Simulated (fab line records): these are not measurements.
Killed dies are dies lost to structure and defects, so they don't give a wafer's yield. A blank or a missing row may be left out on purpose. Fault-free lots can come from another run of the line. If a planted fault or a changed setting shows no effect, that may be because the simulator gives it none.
What tool caused it? | flow sky130 | 11 lots with 33 wafers sampled at 6 steps, on a route of 708 steps

WHAT THE GAUGES SHOWED, per wafer
SKY_FIELD_ISO_THK_MEAS_25.
lot  | measured    | on            | FIELD_ISO_CVD_24_THK (nm)
L716 | day 2 05:34 | film-metro-01 | 586 601 590
L717 | day 2 15:19 | film-metro-01 | 593 595 595
L718 | day 2 16:05 | film-metro-02 | 586 589 598
L719 | day 2 22:56 | film-metro-02 | 598 591 589
L720 | day 3 02:52 | film-metro-02 | 597 596 590
L722 | day 3 15:26 | film-metro-03 | 599 608 592
L725 | day 4 07:13 | film-metro-02 | 593 584 595
L734 | day 6 05:29 | film-metro-01 | 590 582 592
L736 | day 6 16:23 | film-metro-03 | 609 834 609 609 834 609
L737 | day 6 20:27 | film-metro-01 | 593 585 820 593 585 820
L738 | day 7 01:47 | film-metro-03 | 586 582 590

SKY_VT_ADJUST_LVTN_OVL_MEAS_07.
lot  | measured     | on         | VT_ADJUST_LVTN_OVL (nm)
L716 | day 6 17:23  | overlay-01 | 0.3 0.6 -0.5
L717 | day 7 07:44  | overlay-01 | -2.7 -0.7 0.6
L718 | day 7 09:37  | overlay-02 | -0.8 -1.6 -1.6
L719 | day 7 17:28  | overlay-02 | -3.1 -2.0 -3.1
L720 | day 7 21:05  | overlay-01 | -0.4 0.5 -2.1
L722 | day 8 14:01  | overlay-01 | -0.1 0.7 2.3
L725 | day 9 10:16  | overlay-01 | -3.1 -3.4 -4.4
L734 | day 11 16:52 | overlay-01 | -1.0 -1.4 -2.6
L736 | day 12 08:05 | overlay-02 | -2.9 -2.2 -2.3
L737 | day 12 13:55 | overlay-02 | -1.6 0.0 -1.4
L738 | day 12 18:25 | overlay-01 | -0.9 0.1 -1.0

SKY_VT_ADJUST_NCORE_TW_MEAS_11.
lot  | measured     | on            | VT_ADJUST_NCORE_TW
L716 | day 8 10:47  | film-metro-01 | 218.0 217.8 219.0
L717 | day 8 23:44  | film-metro-01 | 219.6 217.8 218.0
L718 | day 9 03:14  | film-metro-01 | 221.1 220.9 220.3
L719 | day 9 10:58  | film-metro-03 | 220.8 221.1 220.2
L720 | day 9 15:08  | film-metro-02 | 220.2 221.0 220.6
L722 | day 10 09:06 | film-metro-02 | 220.4 220.8 220.2
L725 | day 11 06:56 | film-metro-02 | 220.0 220.6 220.4
L734 | day 13 19:59 | film-metro-01 | 219.6 219.7 220.3
L736 | day 14 12:32 | film-metro-03 | 218.6 218.3 218.3
L737 | day 14 17:43 | film-metro-01 | 218.1 218.2 218.0
L738 | day 14 23:40 | film-metro-03 | 218.4 219.4 219.8

EACH LOT AND THE TOOL THAT RAN IT (in order: tool; ch and the chambers of the sampled wafers; start)
lot  | SKY_FIELD_ISO_STRIP_16              | SKY_FIELD_ISO_CVD_24            | SKY_FIELD_ISO_CMP_27
L716 | plasma-asher-01 ch 0,1, day 2 03:38 | hdpcvd-02 ch 1,2, day 2 05:28   | cmp-02 ch 0,1,2, day 2 07:16
L717 | plasma-asher-03 ch 0,1, day 2 11:56 | hdpcvd-01 ch 0,2, day 2 15:14   | cmp-02 ch 0,1,2, day 2 17:01
L718 | plasma-asher-01 ch 0,1, day 2 14:20 | hdpcvd-02 ch 1,2, day 2 16:01   | cmp-02 ch 0,2,3, day 2 18:59
L719 | plasma-asher-01 ch 0,1, day 2 20:29 | hdpcvd-01 ch 0,1,2, day 2 22:52 | cmp-01 ch 0,1,2, day 3 01:44
L720 | plasma-asher-01 ch 0,1, day 3 01:07 | hdpcvd-01 ch 0,1, day 3 02:47   | cmp-02 ch 0,1,3, day 3 05:14
L722 | plasma-asher-03 ch 0, day 3 13:19   | hdpcvd-02 ch 1,2, day 3 15:22   | cmp-01 ch 0,1, day 3 17:10
L725 | plasma-asher-03 ch 0,1, day 4 04:23 | hdpcvd-01 ch 0,1, day 4 07:07   | cmp-01 ch 0,1, day 4 08:58
L734 | plasma-asher-03 ch 0, day 6 02:41   | hdpcvd-01 ch 0,1, day 6 05:24   | cmp-01 ch 0,2,3, day 6 08:14
L736 | plasma-asher-01 ch 0,1, day 6 13:43 | hdpcvd-02 ch 1,2, day 6 16:19   | cmp-01 ch 2,3, day 6 22:41
L737 | plasma-asher-01 ch 0,1, day 6 17:47 | hdpcvd-02 ch 0,1,2, day 6 20:23 | cmp-02 ch 0,2, day 7 03:09
L738 | plasma-asher-01 ch 0,1, day 6 23:23 | hdpcvd-01 ch 0,1,2, day 7 01:43 | cmp-01 ch 1,2,3, day 7 04:29
- SKY_FIELD_ISO_STRIP_16: strips in O2/N2.
- SKY_FIELD_ISO_CVD_24: deposits SiO2, target thk 595 nm, time 99.2 s.
- SKY_FIELD_ISO_CMP_27: polishes, stops on Si3N4, t overpolish 16 s, target thk 457.8 nm.

WHAT THE TOOLS THEMSELVES READ (means of the sampled wafers that have a number; where no wafer has one, the mark that the record gives instead)
SKY_FIELD_ISO_STRIP_16.
lot  | tool            | drypump-motor-current-A (A) | n2-flow-sccm (sccm) | oes-product-au (a.u.) | strip-time-to-endpoint-s (s)
L716 | plasma-asher-01 | 5.0                         | 299.1               | 0.378                 | 3.55
L717 | plasma-asher-03 | 6.0                         | 299.3               | 0.377                 | 3.56
L718 | plasma-asher-01 | 4.9                         | 300.8               | 0.376                 | 3.51
L719 | plasma-asher-01 | 4.9                         | 299.8               | 0.379                 | 3.55
L720 | plasma-asher-01 | 4.9                         | 299.1               | 0.371                 | 3.53
L722 | plasma-asher-03 | 6.0                         | 300.9               | 0.375                 | 3.51
L725 | plasma-asher-03 | 6.0                         | 300.3               | 0.373                 | 3.51
L734 | plasma-asher-03 | 6.0                         | 300.3               | 0.378                 | 3.54
L736 | plasma-asher-01 | 4.9                         | 299.1               | 0.380                 | 3.52
L737 | plasma-asher-01 | 4.9                         | 299.8               | 0.381                 | 3.56
L738 | plasma-asher-01 | 4.9                         | 299.3               | 0.378                 | 3.53

SKY_FIELD_ISO_CMP_27.
lot  | tool   | motor-current-A (A) | slurry-filter-dp-kPa (kPa) | slurry-flow-ml-min | time-to-endpoint-s (s)
L716 | cmp-02 | 11.0                | 13.64                      | 149.8              | 116
L717 | cmp-02 | 11.0                | 13.47                      | 150.5              | 117
L718 | cmp-02 | 11.2                | 13.59                      | 149.6              | 116
L719 | cmp-01 | 11.8                | 13.40                      | 149.5              | 110
L720 | cmp-02 | 11.6                | 13.42                      | 149.8              | 116
L722 | cmp-01 | 11.8                | 13.45                      | 150.2              | 112
L725 | cmp-01 | 12.0                | 13.51                      | 150.2              | 111
L734 | cmp-01 | 11.4                | 13.48                      | 149.3              | 110
L736 | cmp-01 | 12.7                | 13.59                      | 150.2              | 125
L737 | cmp-02 | 10.6                | 13.48                      | 149.9              | 126
L738 | cmp-01 | 12.5                | 13.53                      | 150.1              | 111

THE ANSWER, worked out from the rows above alone
Rule: the usual values come from the lots themselves. Put in order of their means at a reading, lots are off if they are a third of the lots or fewer, leave a main group of 4 or more, and stand apart from it by a gap of 3 or more times the standard deviation of the main group's means; of several such gaps the widest counts. If all means in a main group match to the digits the tables above print for the reading, that group is not used. A lot without any number at a reading at which 4 lots or more have one is off too. Any other lot the step has rows for is counted as sound. First the gauges in route order, then the tools' own readings, where a lot's mean is used as printed above. The first step at which some lot is off is used, and at that step the reading that is off furthest; a lot without a number counts as furthest.
Off: at SKY_FIELD_ISO_THK_MEAS_25 (FIELD_ISO_CVD_24_THK), L736, L737. The main group: mean 592 nm, standard deviation 3.7.
If a tool, at a process step before that reading, ran all the lots that are off and no sound lot after the first of them, it fits. Those tools and the gauges at SKY_FIELD_ISO_THK_MEAS_25 are tried in the same way. One fits: SKY_FIELD_ISO_CVD_24 on hdpcvd-02. A fault onset in the window from L722 (day 3 15:22, its last sound lot) to L736 (day 6 16:19, its first lot off) fits.

WHAT THE SIMULATOR HAD PUT IN
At SKY_FIELD_ISO_CVD_24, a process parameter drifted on hdpcvd-02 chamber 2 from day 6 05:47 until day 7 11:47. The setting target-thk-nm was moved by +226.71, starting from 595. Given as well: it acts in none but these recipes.
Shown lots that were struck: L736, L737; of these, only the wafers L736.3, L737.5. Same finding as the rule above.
